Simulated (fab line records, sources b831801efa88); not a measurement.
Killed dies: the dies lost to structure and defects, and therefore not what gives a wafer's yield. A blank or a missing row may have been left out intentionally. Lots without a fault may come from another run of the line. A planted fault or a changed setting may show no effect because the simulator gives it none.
fab line records	flow sky130
record: lots: 7	wafers: 21	lastDay: 50
route steps=708 shown SONOS_ONO@176 GATE_OXIDE@187 POLY_GATE@204 PAD_OPEN@708
lots that met no fault: taken from a fault-free run of the same line
startH: hours from the record's first day to the start of the lot's first wafer shown	waitH: time in hours since the lot's previous step	" identical to the entry in the row above	L1.1+2: a row that stands for several wafers	- no value, or no start was given	* or withheld: withheld	< > ~ a bound
route shown NAME@n: NAME is a module with steps in the file, n the number in the route of the first one	usual: average and standard deviation across the fault-free wafers	same: alike in all rows	chamber/n: place in a boat	sites: each site's reading	_std_site: the values' standard deviation	_edge_site: mean of outer sites minus mean of inner sites	radiusMm: how far each site lies from the wafer's centre	mask NAME#n: copy n	behind: tool/chamber where the wafer was last shaped	hold: cause of the lot's hold/its duration in hours/its outcome	device: transistor that didn't switch, given as n, p or np	end of line: tests of these same wafers at the route's end	where a step has no rows: the recipe by itself	killed: dies that structure and defects cost at the first sort, which is not the same as the wafer's yield	map: the dies of a wafer, with x for killed, . for not killed, _ for no die there
set.NAME: setting as actually run; set.NAME@STEP: the setting as run at that earlier step	model.NAME: the simulator's own value behind a step, which no gauge read
certain route steps with their lots: each step a table, each wafer a row
services: from which hour (startH, from the record's first day; less than 0 if before it) a tool's chamber was out of use, for how many hours, and why
== steps ==
step: SKY_SONOS_ONO_COAT_08
recipe: resist: NOVOLAK	spinRpm: 3000	resistThkNm: 1140
step: SKY_SONOS_ONO_SOFTBAKE_09
recipe: tempC: 90	timeS: 60	resist: NOVOLAK
step: SKY_SONOS_ONO_EXPOSE_10
recipe: maskId: ONOM	targetCdNm: 410	na: 0.6	sourceShape: conventional	sigmaOuter: 0.6	doseMj: 150
step: SKY_SONOS_ONO_PEB_11
recipe: tempC: withheld	timeS: *	resist: NOVOLAK
step: SKY_SONOS_ONO_DEVELOP_12
recipe: developTimeS: 60	devTempC: 23
step: SKY_SONOS_ONO_CD_MEAS_13
recipe: targetCdNm: 410
usual: cdNm: 410.6/2.4
lot.wafer	tool	chamber	startH	waitH	cdNm
L355.2	cdSem-01	-	288.65	0.1	414.5
L355.4	"	-	"	"	413.3
L355.5	"	-	"	"	412.9
L356.1	cdSem-01	-	298.88	0.1	412.7
L356.3	"	-	"	"	411.7
L356.6	"	-	"	"	411.6
L361.1	cdSem-01	-	366.02	0.1	409.1
L361.2	"	-	"	"	409.9
L361.4	"	-	"	"	409.5
L362.1	cdSem-01	-	366.14	0.1	412.4
L362.4	"	-	"	"	412.2
L362.5	"	-	"	"	413.0
L363.1	cdSem-01	-	368.28	0.1	410.2
L363.4	"	-	"	"	410.0
L363.5	"	-	"	"	409.4
L368.1	cdSem-01	-	413.23	0.1	405.9
L368.2	"	-	"	"	406.5
L368.4	"	-	"	"	404.7
L372.1	cdSem-01	-	438.28	0.1	411.7
L372.3	"	-	"	"	410.7
L372.6	"	-	"	"	407.2
step: SKY_SONOS_ONO_OVL_MEAS_14
usual: SONOS_ONO_OVL: -1.7/1.5
lot.wafer	tool	chamber	startH	waitH	SONOS_ONO_OVL[nm]
L355.2	overlay-02	-	288.75	0.1	-1.3
L355.4	"	-	"	"	-1.9
L355.5	"	-	"	"	-1.0
L356.1	overlay-02	-	299.00	0.1	-2.1
L356.3	"	-	"	"	-3.0
L356.6	"	-	"	"	-2.4
L361.1	overlay-01	-	366.14	0.1	-0.1
L361.2	"	-	"	"	-1.7
L361.4	"	-	"	"	0.3
L362.1	overlay-01	-	366.26	0.1	-2.6
L362.4	"	-	"	"	-3.7
L362.5	"	-	"	"	-4.1
L363.1	overlay-02	-	368.40	0.1	-0.7
L363.4	"	-	"	"	-0.7
L363.5	"	-	"	"	-2.6
L368.1	overlay-01	-	413.35	0.1	-3.6
L368.2	"	-	"	"	-4.4
L368.4	"	-	"	"	-4.3
L372.1	overlay-02	-	438.40	0.1	-4.0
L372.3	"	-	"	"	-2.8
L372.6	"	-	"	"	-2.1
step: SKY_SONOS_ONO_ETCH_15
recipe: targetDepthNm: 19.52	chemistry: CHF3/O2	sourceW: 600	biasW: 200	pressureMtorr: 40	chf3FlowSccm: 50	O2_flow_sccm: 5	timeS: 7.8
usual: drypumpMotorCurrentA: 5.7/0.53	oesProductAu: 1.007/0.0071	rfFwdPowerW: 589/3.7	throttleValvePct: 8.826/0.0089
lot.wafer	tool	chamber	startH	waitH	drypumpMotorCurrentA	oesProductAu	rfFwdPowerW	rfHoursCounterH	throttleValvePct
L355.2	rieDiel-03	2	288.78	0.0	5.1	0.994	591	117	8.822
L355.4	"	1	"	"	5.3	1.006	592	96	8.838
L355.5	"	0	"	"	6.3	1.000	589	-	8.817
L356.1	rieDiel-01	3	299.04	0.0	5.9	1.007	594	106	8.830
L356.3	"	1	"	"	5.6	1.015	591	71	8.815
L356.6	"	3	"	"	5.9	1.000	593	-	8.834
L361.1	rieDiel-03	0	366.18	0.0	6.3	1.009	591	10	8.832
L361.2	"	3	"	"	5.2	1.009	586	26	8.817
L361.4	"	1	"	"	5.4	1.007	589	-	8.817
L362.1	rieDiel-01	2	366.30	0.0	5.6	1.011	584	92	8.818
L362.4	"	1	"	"	5.6	1.012	590	72	8.824
L362.5	"	2	"	"	5.6	1.002	584	-	8.824
L363.1	rieDiel-01	3	368.44	0.0	5.9	1.006	591	107	8.830
L363.4	"	0	"	"	5.0	1.022	590	3	8.842
L363.5	"	1	"	"	5.6	1.023	590	-	8.835
L368.1	rieDiel-02	0	413.38	0.0	6.3	1.012	594	4	8.817
L368.2	"	2	"	"	5.5	0.995	588	7	8.823
L368.4	"	3	"	"	6.8	1.014	594	2	8.837
L372.1	rieDiel-02	1	438.43	0.0	5.5	0.997	584	94	8.816
L372.3	"	2	"	"	5.5	1.007	586	7	8.839
L372.6	"	3	"	"	6.8	0.998	592	-	8.810
step: SKY_SONOS_ONO_WET_ETCH_16
recipe: chemistry: dHF	targetDepthNm: 14	dry: n2Spin	target: SiO2	dilution: 100:1	tempC: 25	timeS: 280
step: SKY_SONOS_ONO_STRIP_17
recipe: chemistry: O2/N2	powerW: 1400	pressureMtorr: 1500	platenTempC: withheld	o2FlowSccm: 3000	n2FlowSccm: 300	overashFraction: 0.5
usual: drypumpMotorCurrentA: 5.61/0.23	oesProductAu: 0.710/0.0043	stripTimeToEndpointS: 14.10/0.042
lot.wafer	tool	chamber	startH	waitH	drypumpMotorCurrentA	oesProductAu	rfHoursCounterH	stripTimeToEndpointS
L355.2	plasmaAsher-02	0	288.89	0.0	5.90	0.709	58	14.17
L355.4	"	0	"	"	5.91	0.706	-	14.14
L355.5	"	0	"	"	5.90	0.706	-	14.15
L356.1	plasmaAsher-04	0	299.15	0.0	5.71	0.714	17	14.10
L356.3	"	0	"	"	5.71	0.709	-	14.12
L356.6	"	0	"	"	5.71	0.717	-	14.10
L361.1	plasmaAsher-04	1	366.29	0.0	5.30	0.706	22	14.10
L361.2	"	0	"	"	5.69	0.711	22	14.11
L361.4	"	0	"	"	5.69	0.710	-	14.13
L362.1	plasmaAsher-03	0	366.41	0.0	5.43	0.708	68	14.05
L362.4	"	0	"	"	5.42	0.708	-	14.04
L362.5	"	1	"	"	5.82	0.714	-	14.00
L363.1	plasmaAsher-03	0	368.55	0.0	5.40	0.715	68	14.03
L363.4	"	0	"	"	5.38	0.707	-	14.07
L363.5	"	0	"	"	5.43	0.719	-	14.05
L368.1	plasmaAsher-04	1	413.49	0.0	5.28	0.710	28	14.07
L368.2	"	0	"	"	5.71	0.716	28	14.08
L368.4	"	0	"	"	5.71	0.716	-	14.06
L372.1	plasmaAsher-04	1	438.54	0.0	5.29	0.712	31	14.13
L372.3	"	0	"	"	5.69	0.703	-	14.08
L372.6	"	1	"	"	5.30	0.712	-	14.09
step: SKY_SONOS_ONO_WET_ETCH_18
recipe: chemistry: H3PO4	targetDepthNm: 15	target: Si3N4	tempC: 160	timeS: 172
step: SKY_GATE_OXIDE_CLEAN_00
recipe: chemistry: SC1/SC2	mix: 1:4:20	tempC: 70	timeS: 150	dry: n2Spin
step: SKY_GATE_OXIDE_OXIDATION_01
recipe: tempC: 900	ambient: O2	stabiliseS: 600	purgeS: 300	targetThkA: 102.68	oxTimeS: 1473
usual: oxTempCMax: 904.6/0.91	oxTimeS: 1473/0	zonePowerLowerPct: 18.7/0.33
same: purgeS: 300
lot.wafer	tool	chamber	startH	waitH	oxTempCMax	oxTimeS	zonePowerLowerPct	model.SiO2_of_GATE_OXIDE_OXIDATION_01.thkNm
L355.2	furnace-02	0	290.22	1.1	903.2	1473	19.4	10.18
L355.4	"	0	"	"	905.0	1473	18.9	10.15
L355.5	"	0	"	"	904.4	1473	19.0	10.19
L356.1	furnace-01	0	301.17	1.8	905.7	1473	18.8	10.06
L356.3	"	0	"	"	904.2	1473	18.4	10.12
L356.6	"	0	"	"	904.8	1473	18.5	10.18
L361.1	furnace-01	0	370.55	4.0	905.7	1767.6	18.4	11.54
L361.2	"	0	"	"	904.1	1767.6	18.6	11.62
L361.4	"	0	"	"	906.3	1767.6	18.4	11.61
L362.1	furnace-01	0	370.55	3.9	903.1	1767.6	18.3	11.48
L362.4	"	0	"	"	906.5	1767.6	18.3	11.34
L362.5	"	0	"	"	905.0	1767.6	18.4	11.46
L363.1	furnace-01	0	370.55	1.8	904.8	1767.6	18.6	11.78
L363.4	"	0	"	"	903.9	1767.6	18.5	11.77
L363.5	"	0	"	"	903.4	1767.6	18.1	11.75
L368.1	furnace-02	0	414.94	1.2	903.6	1473	18.9	10.33
L368.2	"	0	"	"	904.7	1473	19.0	10.23
L368.4	"	0	"	"	904.1	1473	18.9	10.19
L372.1	furnace-02	0	439.01	0.3	904.7	1473	19.4	10.37
L372.3	"	0	"	"	904.3	1473	19.1	10.3
L372.6	"	0	"	"	904.0	1473	19.2	10.37
step: SKY_GATE_OXIDE_THK_MEAS_02
recipe: reads: SiO2_of_GATE_OXIDE_OXIDATION_01
usual: GATE_OXIDE_OXIDATION_00_THK: 10.23/0.2
lot.wafer	tool	chamber	startH	waitH	GATE_OXIDE_OXIDATION_00_THK[nm]
L355.2	filmMetro-02	-	291.64	0.0	10.20
L355.4	"	-	"	"	10.18
L355.5	"	-	"	"	10.20
L356.1	filmMetro-02	-	302.58	0.0	10.09
L356.3	"	-	"	"	10.13
L356.6	"	-	"	"	10.17
L361.1	filmMetro-01	-	371.96	0.0	11.49
L361.2	"	-	"	"	11.60
L361.4	"	-	"	"	11.60
L362.1	filmMetro-03	-	371.96	0.0	11.50
L362.4	"	-	"	"	11.28
L362.5	"	-	"	"	11.45
L363.1	filmMetro-01	-	372.02	0.1	11.81
L363.4	"	-	"	"	11.78
L363.5	"	-	"	"	11.73
L368.1	filmMetro-01	-	416.35	0.0	10.33
L368.2	"	-	"	"	10.25
L368.4	"	-	"	"	10.24
L372.1	filmMetro-02	-	440.42	0.0	10.30
L372.3	"	-	"	"	10.29
L372.6	"	-	"	"	10.35
step: SKY_GATE_OXIDE_DEHYDRATE_03
recipe: tempC: 200	timeS: 60
step: SKY_GATE_OXIDE_HMDS_04
recipe: primeTimeS: 60	primeTempC: 120
step: SKY_GATE_OXIDE_COAT_05
recipe: resist: NOVOLAK	spinRpm: 3000	resistThkNm: 1140
step: SKY_GATE_OXIDE_SOFTBAKE_06
recipe: tempC: 90	timeS: 60	resist: NOVOLAK
step: SKY_GATE_OXIDE_EXPOSE_07
recipe: maskId: LVOM	na: 0.6	sourceShape: conventional	sigmaOuter: 0.6	polarization: unpolarized	targetCdNm: 600	doseMj: 170
step: SKY_GATE_OXIDE_PEB_08
recipe: tempC: withheld	timeS: *	resist: NOVOLAK
step: SKY_GATE_OXIDE_DEVELOP_09
recipe: resist: NOVOLAK	developer: TMAH	developTimeS: 60	devTempC: 23
step: SKY_GATE_OXIDE_OVL_MEAS_10
usual: GATE_OXIDE_OVL: -0.1/1
lot.wafer	tool	chamber	startH	waitH	GATE_OXIDE_OVL[nm]
L355.2	overlay-02	-	317.58	0.1	0.9
L355.4	"	-	"	"	0.2
L355.5	"	-	"	"	1.1
L356.1	overlay-02	-	328.67	0.1	0.4
L356.3	"	-	"	"	0.9
L356.6	"	-	"	"	0.5
L361.1	overlay-01	-	399.77	0.1	-0.7
L361.2	"	-	"	"	-0.5
L361.4	"	-	"	"	-1.6
L362.1	overlay-02	-	400.07	0.1	1.4
L362.4	"	-	"	"	1.8
L362.5	"	-	"	"	-0.3
L363.1	overlay-01	-	400.18	0.1	-0.9
L363.4	"	-	"	"	-0.4
L363.5	"	-	"	"	-0.3
L368.1	overlay-02	-	446.67	0.1	-0.6
L368.2	"	-	"	"	-0.1
L368.4	"	-	"	"	-0.3
L372.1	overlay-01	-	471.52	0.1	0.2
L372.3	"	-	"	"	0.4
L372.6	"	-	"	"	1.1
step: SKY_GATE_OXIDE_IMPLANT_11
recipe: species: B	energyKev: 10	doseCm2: 2.6e+12	tiltDeg: withheld
step: SKY_GATE_OXIDE_WET_ETCH_12
recipe: chemistry: dHF	targetDepthNm: 16.8	dry: n2Spin	target: SiO2	dilution: 100:1	tempC: 25	timeS: 336
step: SKY_GATE_OXIDE_STRIP_13
recipe: chemistry: O2/N2	powerW: 1400	pressureMtorr: 1500	platenTempC: withheld	o2FlowSccm: 3000	n2FlowSccm: 300	overashFraction: 0.5
usual: drypumpMotorCurrentA: 5.7/0.31	oesProductAu: 0.715/0.0046	stripTimeToEndpointS: 14.17/0.043
lot.wafer	tool	chamber	startH	waitH	drypumpMotorCurrentA	oesProductAu	rfHoursCounterH	stripTimeToEndpointS
L355.2	plasmaAsher-04	0	317.86	0.0	5.7	0.711	19	14.14
L355.4	"	1	"	"	5.3	0.711	-	14.16
L355.5	"	0	"	"	5.7	0.710	-	14.13
L356.1	plasmaAsher-01	0	328.96	0.0	6.3	0.717	48	14.14
L356.3	"	0	"	"	6.3	0.714	-	14.20
L356.6	"	1	"	"	5.8	0.715	-	14.17
L361.1	plasmaAsher-04	1	400.06	0.0	5.3	0.713	26	14.13
L361.2	"	0	"	"	5.7	0.717	26	14.15
L361.4	"	0	"	"	5.7	0.715	-	14.17
L362.1	plasmaAsher-03	1	400.36	0.0	5.8	0.707	72	14.16
L362.4	"	0	"	"	5.4	0.716	-	14.16
L362.5	"	0	"	"	5.4	0.712	-	14.17
L363.1	plasmaAsher-04	1	400.47	0.0	5.3	0.718	26	14.13
L363.4	"	1	"	"	5.3	0.721	-	14.11
L363.5	"	1	"	"	5.3	0.721	-	14.17
L368.1	plasmaAsher-01	1	446.96	0.0	5.8	0.715	61	14.10
L368.2	"	0	"	"	6.3	0.716	61	14.09
L368.4	"	0	"	"	6.3	0.720	-	14.14
L372.1	plasmaAsher-04	1	471.82	0.0	5.3	0.724	35	14.22
L372.3	"	1	"	"	5.3	0.714	-	14.22
L372.6	"	0	"	"	5.7	0.706	-	14.20
step: SKY_GATE_OXIDE_TW_MEAS_14
usual: GATE_OXIDE_TW: 224.3/1.7
lot.wafer	tool	chamber	startH	waitH	GATE_OXIDE_TW
L355.2	filmMetro-03	-	317.97	0.1	223.2
L355.4	"	-	"	"	221.0
L355.5	"	-	"	"	221.4
L356.1	filmMetro-03	-	329.06	0.1	223.4
L356.3	"	-	"	"	222.3
L356.6	"	-	"	"	222.3
L361.1	filmMetro-02	-	400.16	0.1	223.1
L361.2	"	-	"	"	223.0
L361.4	"	-	"	"	222.8
L362.1	filmMetro-03	-	400.46	0.1	223.4
L362.4	"	-	"	"	224.0
L362.5	"	-	"	"	223.8
L363.1	filmMetro-02	-	400.57	0.1	223.2
L363.4	"	-	"	"	222.4
L363.5	"	-	"	"	223.5
L368.1	filmMetro-01	-	447.06	0.1	226.4
L368.2	"	-	"	"	225.3
L368.4	"	-	"	"	226.3
L372.1	filmMetro-01	-	471.92	0.1	226.2
L372.3	"	-	"	"	226.7
L372.6	"	-	"	"	227.4
step: SKY_GATE_OXIDE_CLEAN_15
recipe: chemistry: SC1/SC2	mix: 1:4:20	tempC: 70	timeS: 150	dry: n2Spin
step: SKY_GATE_OXIDE_OXIDATION_16
recipe: tempC: 800	ambient: O2	idleTempC: 700	rampUpCPerMin: 10	rampDownCPerMin: 3	stabiliseS: 600	purgeS: 300	targetThkA: 35.7	oxTimeS: 1915
usual: oxTempCMax: 804.1/0.79	oxTimeS: 1915/0	zonePowerLowerPct: 14.69/0.26
same: purgeS: 300
lot.wafer	tool	chamber	startH	waitH	oxTempCMax	oxTimeS	zonePowerLowerPct	model.SiO2_of_GATE_OXIDE_OXIDATION_01.thkNm
L355.2	furnace-02	0	318.07	0.0	803.5	1915	14.89	11.49
L355.4	"	0	"	"	803.4	1915	14.66	11.46
L355.5	"	0	"	"	803.9	1915	15.01	11.51
L356.1	furnace-02	0	329.62	0.4	804.3	1915	14.81	11.42
L356.3	"	0	"	"	802.5	1915	14.81	11.49
L356.6	"	0	"	"	803.3	1915	14.67	11.52
L361.1	furnace-01	0	401.91	1.6	804.7	1915	14.32	12.83
L361.2	"	0	"	"	804.8	1915	14.30	12.93
L361.4	"	0	"	"	804.2	1915	14.44	12.89
L362.1	furnace-01	0	401.91	1.3	803.5	1915	14.44	12.76
L362.4	"	0	"	"	803.6	1915	14.46	12.63
L362.5	"	0	"	"	804.0	1915	14.44	12.74
L363.1	furnace-01	0	401.91	1.2	804.5	1915	14.32	13.04
L363.4	"	0	"	"	803.3	1915	14.45	13.03
L363.5	"	0	"	"	803.7	1915	14.56	13
L368.1	furnace-02	0	447.59	0.4	803.7	1915	15.08	11.68
L368.2	"	0	"	"	804.9	1915	14.90	11.59
L368.4	"	0	"	"	802.6	1915	14.97	11.52
L372.1	furnace-02	0	472.03	0.0	803.0	1915	14.70	11.72
L372.3	"	0	"	"	803.4	1915	14.51	11.66
L372.6	"	0	"	"	804.1	1915	14.90	11.7
step: SKY_POLY_GATE_CVD_00
recipe: material: poly-Si	targetThkNm: 180	tempC: 620	timeS: 720	pressureMtorr: 200
step: SKY_PAD_OPEN_PROBE_99
usual: killed_at_M0_to_M3: 42/6.2	killed_at_M4_up: 3.0/1.8	killedAtContacts: 25/5.9	killedAtFrontEnd: 15/4.5	killedAtOther: 0.2/0.45	killedDies: 85/9.9	killedOpen: 47/6.7	killedShort: 39/6.4
same: grossDies: 492	killedAtBackSide: 0
lot.wafer	tool	chamber	startH	waitH	killed_at_M0_to_M3	killed_at_M4_up	killedAtContacts	killedAtFrontEnd	killedAtOther	killedDies	killedOpen	killedShort	model.etest.nfet_16v.rOnOhmUm	model.etest.tipSonos.rsOhmSq	model.etest.pfetG5v0d10v5.rOnOhmUm	model.etest.nfetG5v0d10v5.rOnOhmUm	model.etest.nfetG5v0d10v5.driveUaUm	model.etest.nfet_05v0_nvt.driveUaUm	model.etest.pfetG5v0d10v5.driveUaUm	model.etest.nfet_16v.driveUaUm
L355.2	prober-02	-	1088.10	0.1	32	2	20	15	1	70	46	24	1.388e+04	2649	4740	1873	611.5	575	342.3	225.4
L355.4	prober-02	-	1088.20	0.2	30	1	20	18	0	69	36	33	1.393e+04	2618	4752	1870	612.2	582.5	341.6	225.1
L355.5	prober-02	-	1088.25	0.2	38	3	33	16	0	90	44	46	1.403e+04	2632	4705	1871	607.5	577.9	343.1	224.1
L361.1	prober-02	-	1145.44	0.1	44	5	30	13	0	92	53	39	1.488e+04	3006	5036	2024	543.5	519.8	313.1	197.2
L361.2	prober-02	-	1145.49	0.1	43	3	20	15	1	82	54	28	1.494e+04	2998	5087	2025	547.6	519.9	312.7	196.2
L361.4	prober-02	-	1145.59	0.2	41	4	23	14	0	82	44	38	1.489e+04	3005	5057	2029	546.5	522.6	311.6	195.7
L368.1	prober-02	-	1176.78	0.1	43	1	28	13	0	85	42	43	1.4e+04	2685	4861	1897	599.2	566.1	329.5	221.6
L368.2	prober-02	-	1176.83	0.1	47	3	30	9	0	89	50	39	1.399e+04	2645	4915	1906	600.9	574.8	328.6	222.7
L368.4	prober-02	-	1176.93	0.2	33	4	25	7	0	69	43	26	1.385e+04	2653	4897	1894	605.5	569.5	334.4	222.7
L372.1	prober-01	-	1188.21	0.1	45	7	28	17	0	97	56	41	1.392e+04	2742	4752	1897	601.9	569.8	337.6	223
L372.3	prober-01	-	1188.31	0.2	53	5	22	22	1	103	50	53	1.394e+04	2719	4837	1906	600.2	569.1	335.5	221.6
L372.6	prober-01	-	1188.46	0.2	48	2	17	12	1	80	44	36	1.398e+04	2754	4813	1909	597.8	566.7	334.6	219
killed by level:class
L355.2 CONTACT:geometricParticle:open=8 VIA1:geometricParticle:open=8 POLY_GATE:geometricParticle:open=7 LI_CONTACT:geometricParticle:open=5 FIELD_ISO:geometricParticle:open=4 VIA2:geometricParticle:open=4 POLY_GATE:geometricParticle:short=3 VIA1:geometricParticle:short=3
L355.4 VIA1:geometricParticle:open=8 POLY_GATE:geometricParticle:short=7 LI_CONTACT:geometricParticle:open=7 CONTACT:geometricParticle:open=7 VIA3:geometricParticle:open=5 METAL2:geometricParticle:short=5 METAL1:geometricParticle:short=4 FIELD_ISO:geometricParticle:short=3
L355.5 VIA1:geometricParticle:open=13 CONTACT:geometricParticle:open=11 POLY_GATE:geometricParticle:short=8 METAL2:geometricParticle:short=8 LI_CONTACT:geometricParticle:open=7 CONTACT:geometricParticle:short=7 LOCAL_INTERCONNECT:geometricParticle:short=6 VIA3:geometricParticle:open=6
L361.1 VIA1:geometricParticle:open=21 CONTACT:geometricParticle:open=12 LI_CONTACT:geometricParticle:open=9 FIELD_ISO:geometricParticle:short=5 POLY_GATE:geometricParticle:short=5 CONTACT:geometricParticle:short=4 LI_CONTACT:geometricParticle:short=3 METAL1:geometricParticle:short=3
L361.2 VIA1:geometricParticle:open=10 LI_CONTACT:geometricParticle:open=8 CONTACT:geometricParticle:open=8 VIA2:geometricParticle:open=8 METAL2:geometricParticle:short=7 POLY_GATE:geometricParticle:open=5 VIA1:geometricParticle:short=5 FIELD_ISO:geometricParticle:open=3
L361.4 VIA1:geometricParticle:open=13 LI_CONTACT:geometricParticle:open=8 CONTACT:geometricParticle:short=7 METAL1:geometricParticle:short=5 CONTACT:geometricParticle:open=4 VIA1:geometricParticle:short=4 METAL2:geometricParticle:short=4 VIA3:geometricParticle:short=4
L368.1 VIA1:geometricParticle:open=9 METAL1:geometricParticle:short=8 LI_CONTACT:geometricParticle:open=7 VIA2:geometricParticle:open=6 LOCAL_INTERCONNECT:geometricParticle:short=6 CONTACT:geometricParticle:short=6 VIA3:geometricParticle:open=5 CONTACT:geometricParticle:open=5
L368.2 VIA2:geometricParticle:open=12 CONTACT:geometricParticle:open=12 LI_CONTACT:geometricParticle:open=7 CONTACT:geometricParticle:short=6 METAL2:geometricParticle:short=6 VIA3:geometricParticle:open=5 VIA2:geometricParticle:short=4 VIA1:geometricParticle:short=4
L368.4 CONTACT:geometricParticle:open=12 VIA1:geometricParticle:open=7 CONTACT:geometricParticle:short=5 VIA2:geometricParticle:open=5 LI_CONTACT:geometricParticle:open=4 VIA1:geometricParticle:short=4 VIA3:geometricParticle:short=4 VIA3:geometricParticle:open=4
L372.1 VIA1:geometricParticle:open=16 LI_CONTACT:geometricParticle:open=11 CONTACT:geometricParticle:open=8 METAL1:geometricParticle:short=8 METAL4:geometricParticle:short=6 CONTACT:geometricParticle:short=5 POLY_GATE:geometricParticle:open=5 VIA2:geometricParticle:open=5
L372.3 VIA1:geometricParticle:open=12 FIELD_ISO:geometricParticle:short=8 VIA3:geometricParticle:open=8 CONTACT:geometricParticle:open=7 VIA2:geometricParticle:open=7 METAL1:geometricParticle:short=6 LOCAL_INTERCONNECT:geometricParticle:short=5 VIA2:geometricParticle:short=5
L372.6 VIA1:geometricParticle:open=9 VIA2:geometricParticle:open=8 METAL1:geometricParticle:short=7 VIA1:geometricParticle:short=6 METAL3:geometricParticle:short=6 VIA3:geometricParticle:open=6 LI_CONTACT:geometricParticle:open=5 CONTACT:geometricParticle:open=5
== services ==
tool	chamber	startH	hours	kind
plasmaAsher-03	-	276.84	5.9	pm
furnace-01	-	288.12	1.7	pm
rieDiel-01	0	297.87	5.3	repair
plasmaAsher-01	-	305.11	4.3	pm
furnace-02	-	310.45	3.1	pm
rieDiel-01	3	312.67	14.2	repair
rieDiel-02	-	321.61	0.1	repair
plasmaAsher-04	-	326.17	12.9	pm
rieDiel-02	3	326.49	7.8	repair
plasmaAsher-01	-	348.79	0.6	repair
furnace-01	-	355.56	2.6	pm
furnace-02	-	359.44	18.8	repair
furnace-01	-	381.77	3.9	pm
plasmaAsher-01	-	394.54	1.0	repair
plasmaAsher-02	-	396.30	31.3	pm
furnace-01	-	396.63	3.9	repair
rieDiel-01	3	398.42	-	clean
rieDiel-01	3	398.42	25.1	scheduledDown
rieDiel-01	3	398.42	25.1	ventCycle
plasmaAsher-03	-	421.25	9.0	pm
rieDiel-03	-	422.04	0.5	repair
plasmaAsher-04	-	427.30	2.5	repair
plasmaAsher-02	-	460.99	2.3	repair
furnace-02	-	461.38	1.4	repair
== key ==
firstSign: step: SKY_GATE_OXIDE_OXIDATION_01	reading: oxTimeS	direction: up	sigmas: 99+	usual: *	struck: *
effect: step: SKY_GATE_OXIDE_THK_MEAS_02	reading: GATE_OXIDE_OXIDATION_00_THK	direction: up	sigmas: 6.6	usual: 10.23	struck: 11.58
modelEffect: step: SKY_GATE_OXIDE_OXIDATION_01	value: SiO2_of_GATE_OXIDE_OXIDATION_01.thkNm	without: 10.2	struck: 11.59
modelEffect: step: SKY_GATE_OXIDE_OXIDATION_16	value: SiO2_of_GATE_OXIDE_OXIDATION_01.thkNm	without: 11.59	struck: 12.87
modelEffect: step: SKY_PAD_OPEN_PROBE_99	value: etest.nfet_16v.rOnOhmUm	without: 1.42e+04	struck: 1.491e+04
metAt SKY_GATE_OXIDE_OXIDATION_01
struckWafers L361.1,L361.2,L361.4,L362.1,L362.4,L362.5,L363.1,L363.4,L363.5
rowsEnd L362.1,L362.4,L362.5,L363.1,L363.4,L363.5
testerLeftOut L361
onsetBetween 301.17 370.55
fault: kind: processParameterDrift	tool: furnace-01	chamber: -	onsetH: 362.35	steps: SKY_GATE_OXIDE_OXIDATION_01	channel: oxTimeS	offset: *	shape: step	endH: 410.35	actsIn: *	stated: *
testerLeftOut: of these lots the tester's yield and bins aren't shown, on N5 and GAA mostly nor the transistor test; their killed dies are dies lost to structure and defects alone, not to doping, threshold or leakage, so they don't give the yield
rowsEnd: these wafers met a further fault down the route, and their rows from its step on are left out
